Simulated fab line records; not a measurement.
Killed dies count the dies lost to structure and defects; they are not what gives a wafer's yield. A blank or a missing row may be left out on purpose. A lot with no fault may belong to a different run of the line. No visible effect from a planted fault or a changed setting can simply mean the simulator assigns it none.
fab line records	flow sky130
[record] lots = 15	wafers = 45	last-day = 50
route steps=708 shown METAL3@535 METAL4@598 CAP2M@616
lots untouched by any fault: they come from a run of this same line in which no faults occurred
start-h: start of the lot's first displayed wafer, in hours after the record's first day	wait-h: how many hours have passed since the lot's step before this one	" identical to the entry in the row above	L1.1+2: several wafers, shown together as one row	- no value present, or no start provided	* or withheld: withheld	< > ~ a bound
route shown NAME@n: NAME is a module with steps in the file, n the number in the route of the first one	usual: mean and standard deviation over wafers with no fault	same: alike in all rows	chamber/n: place in a boat	sites: each site's reading	_std_site: standard deviation of those values	_edge_site: inner sites' mean taken away from outer sites' mean	radius-mm: how far each site lies from the wafer's centre	mask NAME#n: copy n	behind: the tool/chamber that last shaped the wafer	hold: reason for holding the lot/hours on hold/outcome of the hold	device: the transistor (n, p or np) that didn't switch	end of line: the same wafers' tests at the end of the route	for a step that has no rows: nothing shown but its recipe	killed: dies lost to structure and defects at the first sort, not the wafer's yield	map: a wafer's dies, marking killed ones x, the rest . and places with no die _
set.NAME: the setting the step ran with; set.NAME@STEP: the setting that earlier step ran with	model.NAME: the simulator's own value behind a step, which no gauge read
the route's steps for a sample of lots (tables are steps, rows are wafers)
services: the hour from which a tool's chamber was out of use, counted from the record's first day as start-h (under 0 if before that day), plus the number of hours and why
[[steps]]
[step SKY_METAL3_SPUTTER_03]
[recipe] material = Ti	target-thk-nm = 5	power-w = 3000	time-s = 3.3	chamber-pressure-pa = 0.4
[usual] cathode-dc-power-W = 3000.0/0.55	chamber-pressure-pa = 0.4000/0.00079	throttle-valve-pct = 29.6/1
lot.wafer	tool	chamber	start-h	wait-h	cathode-dc-power-W	chamber-pressure-pa	throttle-valve-pct
L408.2	pvd-sputter-03	-	862.52	0.0	2998.7	0.4004	28.6
L408.3	"	-	"	"	3000.4	0.3991	29.8
L408.4	"	-	"	"	2999.1	0.4008	29.6
L409.2	pvd-sputter-03	-	873.52	0.0	2999.1	0.3994	29.9
L409.4	"	-	"	"	2999.7	0.4002	28.0
L409.5	"	-	"	"	2999.1	0.4011	30.1
L410.1	pvd-sputter-04	-	881.49	0.0	2998.5	0.4000	30.5
L410.3	"	-	"	"	3000.1	0.3987	28.9
L410.5	"	-	"	"	2999.6	0.3998	28.8
L415.1	pvd-sputter-03	-	919.63	0.0	2999.4	0.3990	29.7
L415.2	"	-	"	"	2999.2	0.3995	29.9
L415.6	"	-	"	"	3000.4	0.4011	29.7
L417.1	pvd-sputter-04	-	946.59	0.0	2999.9	0.3995	31.1
L417.4	"	-	"	"	3000.2	0.3994	30.3
L417.5	"	-	"	"	3000.1	0.4009	30.4
L419.1	pvd-sputter-04	-	957.12	0.0	2999.8	0.4003	30.5
L419.4	"	-	"	"	2999.6	0.4008	31.1
L419.5	"	-	"	"	3000.3	0.3995	28.6
L420.1	pvd-sputter-02	-	962.43	0.0	2999.8	0.4000	28.0
L420.2	"	-	"	"	2998.9	0.3993	28.2
L420.6	"	-	"	"	3000.9	0.4002	28.3
L421.2	pvd-sputter-02	-	966.27	0.0	2999.6	0.4000	29.1
L421.3	"	-	"	"	2999.8	0.3997	29.1
L421.5	"	-	"	"	3001.3	0.4006	28.5
L422.1	pvd-sputter-04	-	971.03	0.0	3000.2	0.3989	29.0
L422.2	"	-	"	"	3000.1	0.4012	31.2
L422.5	"	-	"	"	2999.9	0.3996	28.5
L423.1	pvd-sputter-02	-	974.63	0.0	2999.6	0.3983	28.5
L423.2	"	-	"	"	3000.1	0.3995	29.4
L423.5	"	-	"	"	3000.2	0.3993	28.1
L424.1	pvd-sputter-02	-	984.67	0.0	3000.0	0.4003	28.3
L424.4	"	-	"	"	3000.7	0.3987	28.2
L424.6	"	-	"	"	3000.1	0.3985	28.0
L425.1	pvd-sputter-04	-	993.02	0.0	3000.5	0.3999	30.3
L425.2	"	-	"	"	3001.2	0.4006	31.0
L425.3	"	-	"	"	2999.4	0.3988	30.6
L426.1	pvd-sputter-04	-	996.84	0.0	2999.6	0.4016	30.2
L426.2	"	-	"	"	3000.1	0.4010	30.7
L426.6	"	-	"	"	2999.9	0.4013	30.4
L429.3	pvd-sputter-02	-	1024.51	0.0	3001.0	0.4003	29.4
L429.4	"	-	"	"	3000.2	0.4003	29.1
L429.5	"	-	"	"	2999.9	0.4019	29.1
L428.1	pvd-sputter-02	-	1025.46	0.0	2999.3	0.3999	29.4
L428.3	"	-	"	"	3000.1	0.3996	28.4
L428.5	"	-	"	"	3000.5	0.3993	28.6
[step SKY_METAL3_CD_MEAS_13]
[recipe] target-cd-nm = 300
[usual] cd-nm = 300.0/1.6
lot.wafer	tool	chamber	start-h	wait-h	cd-nm
L408.2	cd-sem-02	-	914.80	-	300.8
L408.3	"	-	"	"	299.6
L408.4	"	-	"	"	302.3
L409.2	cd-sem-01	-	925.94	-	297.7
L409.4	"	-	"	"	299.2
L409.5	"	-	"	"	297.1
L410.1	cd-sem-02	-	932.83	-	298.1
L410.3	"	-	"	"	300.2
L410.5	"	-	"	"	299.7
L415.1	cd-sem-01	-	969.53	-	298.7
L415.2	"	-	"	"	299.4
L415.6	"	-	"	"	299.7
L417.1	cd-sem-01	-	994.87	-	300.4
L417.4	"	-	"	"	302.7
L417.5	"	-	"	"	300.4
L419.1	cd-sem-01	-	1005.82	-	300.0
L419.4	"	-	"	"	300.0
L419.5	"	-	"	"	301.0
L420.1	cd-sem-01	-	1009.72	-	301.0
L420.2	"	-	"	"	299.4
L420.6	"	-	"	"	299.3
L421.2	cd-sem-01	-	1014.09	-	301.3
L421.3	"	-	"	"	301.0
L421.5	"	-	"	"	302.0
L422.1	cd-sem-01	-	1018.97	-	300.3
L422.2	"	-	"	"	299.5
L422.5	"	-	"	"	299.5
L423.1	cd-sem-02	-	1021.72	-	298.5
L423.2	"	-	"	"	298.5
L423.5	"	-	"	"	298.8
L424.1	cd-sem-01	-	1031.47	-	297.2
L424.4	"	-	"	"	298.7
L424.6	"	-	"	"	298.3
L425.1	cd-sem-02	-	1040.12	-	299.3
L425.2	"	-	"	"	301.9
L425.3	"	-	"	"	300.2
L426.1	cd-sem-01	-	1043.63	-	297.9
L426.2	"	-	"	"	298.8
L426.6	"	-	"	"	299.7
L429.3	cd-sem-01	-	1068.66	-	298.1
L429.4	"	-	"	"	296.9
L429.5	"	-	"	"	296.6
L428.1	cd-sem-02	-	1069.67	-	298.7
L428.3	"	-	"	"	298.4
L428.5	"	-	"	"	297.5
[step SKY_METAL4_SPUTTER_00]
[recipe] material = Ti	target-thk-nm = 15	power-w = 3000	time-s = 10.35	chamber-pressure-pa = 0.4
[usual] cathode-dc-power-W = 3000.0/0.54	chamber-pressure-pa = 0.4001/0.00079	throttle-valve-pct = 29.7/1.3
lot.wafer	tool	chamber	start-h	wait-h	cathode-dc-power-W	chamber-pressure-pa	throttle-valve-pct
L408.2	pvd-sputter-03	-	943.16	0.2	3001.2	0.4005	29.6
L408.3	"	-	"	"	2999.6	0.4028	30.0
L408.4	"	-	"	"	2999.5	0.4012	28.3
L409.2	pvd-sputter-01	-	954.09	0.1	2999.4	0.3999	31.1
L409.4	"	-	"	"	2999.6	0.3999	28.9
L409.5	"	-	"	"	2998.4	0.4005	31.9
L410.1	pvd-sputter-03	-	960.23	0.1	3000.0	0.3993	28.1
L410.3	"	-	"	"	3000.7	0.3987	29.5
L410.5	"	-	"	"	2999.1	0.3989	31.1
L415.1	pvd-sputter-03	-	996.42	0.1	3000.4	0.3998	31.0
L415.2	"	-	"	"	3000.2	0.4005	28.5
L415.6	"	-	"	"	3000.6	0.3998	30.1
L417.1	pvd-sputter-02	-	1021.79	0.2	-	-	-
L417.4	"	-	"	"	-	-	-
L417.5	"	-	"	"	-	-	-
L419.1	pvd-sputter-01	-	1031.75	0.1	-	-	-
L419.4	"	-	"	"	-	-	-
L419.5	"	-	"	"	-	-	-
L420.1	pvd-sputter-01	-	1036.73	0.2	-	-	-
L420.2	"	-	"	"	-	-	-
L420.6	"	-	"	"	-	-	-
L421.2	pvd-sputter-03	-	1040.85	0.1	3000.2	0.3991	30.0
L421.3	"	-	"	"	3000.0	0.4005	28.4
L421.5	"	-	"	"	2999.6	0.4005	30.1
L422.1	pvd-sputter-02	-	1044.94	0.1	2999.8	0.3997	28.1
L422.2	"	-	"	"	2998.3	0.3996	29.2
L422.5	"	-	"	"	3000.5	0.4003	28.3
L423.1	pvd-sputter-01	-	1047.78	0.1	2999.4	0.3991	28.3
L423.2	"	-	"	"	2999.8	0.3987	29.2
L423.5	"	-	"	"	2999.8	0.3992	32.1
L424.1	pvd-sputter-02	-	1056.59	0.2	3000.3	0.4007	29.2
L424.4	"	-	"	"	3000.4	0.4004	28.6
L424.6	"	-	"	"	2999.8	0.4009	28.0
L425.1	pvd-sputter-03	-	1065.17	0.2	3000.7	0.3989	28.3
L425.2	"	-	"	"	2999.7	0.4002	29.6
L425.3	"	-	"	"	3000.0	0.4004	30.0
L426.1	pvd-sputter-03	-	1068.19	0.2	2999.8	0.4007	31.3
L426.2	"	-	"	"	3000.1	0.4002	28.3
L426.6	"	-	"	"	2999.8	0.4006	31.3
L429.3	pvd-sputter-02	-	1092.75	0.1	2999.0	0.3987	27.9
L429.4	"	-	"	"	3000.6	0.4000	29.3
L429.5	"	-	"	"	2999.3	0.4002	29.2
L428.1	pvd-sputter-02	-	1093.44	0.2	3000.1	0.4000	29.3
L428.3	"	-	"	"	2999.5	0.4005	28.4
L428.5	"	-	"	"	2999.8	0.4018	29.2
[step SKY_CAP2M_METAL_ETCH_13]
[recipe] target-depth-nm = 220	stop-on = SiO2	chemistry = Cl2/BCl3	target = TiN	pressure-mtorr = 10	icp-w = 900	bias-w = 48.5	Cl2_flow_sccm = 60	bcl3-flow-sccm = 30	time-s = 62.9
[usual] drypump-motor-current-A = 5.8/0.37	oes-product-au = 0.919/0.009	throttle-valve-pct = 21.917/0.011
lot.wafer	tool	chamber	start-h	wait-h	drypump-motor-current-A	oes-product-au	rf-hours-counter-h	throttle-valve-pct
L408.2	rie-metal-04	1	967.60	0.0	6.3	0.902	15	21.928
L408.3	"	1	"	"	6.3	0.914	-	21.926
L408.4	"	0	"	"	6.1	0.909	-	21.914
L409.2	rie-metal-04	1	978.81	0.0	6.4	0.911	15	21.915
L409.4	"	1	"	"	6.4	0.910	-	21.915
L409.5	"	0	"	"	6.1	0.907	-	21.919
L410.1	rie-metal-04	1	984.61	0.0	6.4	0.906	16	21.914
L410.3	"	0	"	"	6.1	0.918	-	21.913
L410.5	"	1	"	"	6.4	0.922	-	21.907
L415.1	rie-metal-02	1	1020.11	0.0	5.8	0.914	6	21.919
L415.2	"	0	"	"	5.5	0.915	17	21.940
L415.6	"	1	"	"	5.8	0.898	-	21.939
L417.1	rie-metal-03	0	1044.70	0.0	5.4	0.926	11	21.908
L417.4	"	0	"	"	5.4	0.923	-	21.923
L417.5	"	0	"	"	5.4	0.935	-	21.905
L419.1	rie-metal-04	1	1054.20	0.0	6.4	0.910	19	21.917
L419.4	"	1	"	"	6.4	0.923	-	21.924
L419.5	"	1	"	"	6.4	0.928	-	21.924
L420.1	rie-metal-04	0	1058.95	0.0	6.1	0.913	17	21.913
L420.2	"	1	"	"	6.4	0.903	20	21.912
L420.6	"	1	"	"	6.3	0.908	-	21.915
L421.2	rie-metal-03	1	1063.25	0.0	5.4	0.938	2	21.915
L421.3	"	0	"	"	5.4	0.926	-	21.901
L421.5	"	1	"	"	5.4	0.933	-	21.908
L422.1	rie-metal-02	1	1066.41	0.0	5.8	0.932	8	21.911
L422.2	"	0	"	"	5.5	0.921	20	21.929
L422.5	"	0	"	"	5.5	0.921	-	21.920
L423.1	rie-metal-03	0	1068.95	0.0	5.4	0.912	12	21.943
L423.2	"	1	"	"	5.4	0.929	3	21.923
L423.5	"	1	"	"	5.4	0.921	-	21.905
L424.1	rie-metal-02	0	1077.86	0.0	5.5	0.915	21	21.911
L424.4	"	0	"	"	5.5	0.920	-	21.925
L424.6	"	0	"	"	5.5	0.922	-	21.917
L425.1	rie-metal-04	0	1086.80	0.0	6.1	0.921	19	21.910
L425.2	"	1	"	"	6.4	0.911	21	21.919
L425.3	"	1	"	"	6.4	0.930	-	21.904
L426.1	rie-metal-02	0	1089.66	0.0	5.5	0.936	22	21.919
L426.2	"	1	"	"	5.8	0.923	10	21.922
L426.6	"	1	"	"	5.8	0.933	-	21.901
L429.3	rie-metal-03	0	1112.79	0.1	5.4	0.924	-	21.907
L429.4	"	1	"	"	5.4	0.912	-	21.932
L429.5	"	0	"	"	5.4	0.909	-	21.926
L428.1	rie-metal-02	1	1113.66	0.0	5.8	0.929	12	21.915
L428.3	"	0	"	"	5.5	0.922	-	21.911
L428.5	"	1	"	"	5.8	0.919	-	21.909
[[services]]
tool	chamber	start-h	hours	kind
rie-metal-03	-	844.26	0.6	repair
rie-metal-04	1	866.54	3.6	repair
rie-metal-02	-	870.71	1.4	pm
rie-metal-04	1	891.65	6.7	repair
pvd-sputter-03	-	893.67	2.5	repair
rie-metal-03	1	894.15	19.9	repair
rie-metal-02	1	903.24	-	clean
rie-metal-02	1	903.24	13.2	scheduled-down
rie-metal-02	1	903.24	13.2	vent-cycle
rie-metal-03	1	995.92	-	clean
rie-metal-03	1	995.92	20.2	scheduled-down
rie-metal-03	1	995.92	20.2	vent-cycle
rie-metal-04	-	997.80	0.9	repair
pvd-sputter-01	-	1002.54	1.3	repair
pvd-sputter-02	-	1064.29	6.9	repair
rie-metal-04	-	1084.23	0.6	repair
pvd-sputter-02	-	1088.73	0.6	repair
pvd-sputter-01	-	1096.54	8.8	repair
[[key]]
[first-sign] step = SKY_METAL4_SPUTTER_00	reading = tool-record	direction = missing
effect none on later readings
met-at SKY_METAL4_SPUTTER_00
struck-lots L417,L419,L420
later-rows-left-out L417.1,L417.4,L417.5,L419.1,L419.4,L419.5,L420.1,L420.2,L420.6
sort-left-out L417.1,L417.4,L417.5,L419.1,L419.4,L419.5,L420.1,L420.2,L420.6
not-acting-at SKY_METAL3_SPUTTER_03,SKY_METAL3_CD_MEAS_13,SKY_CAP2M_METAL_ETCH_13
onset-between 954.09 1021.79
[fault] kind = skipped-step-whole	tool = pvd-sputter-01,pvd-sputter-02	chamber = -	onset-h = 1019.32	steps = SKY_METAL4_SPUTTER_00	scope = struck-lots-only
// sort-left-out: the simulated sort isn't trusted on such a fault, so these wafers' sort isn't shown, and their yield isn't known
// later-rows-left-out: the simulator's readings of these wafers behind a module that went badly wrong aren't trusted and aren't shown, but for the sort
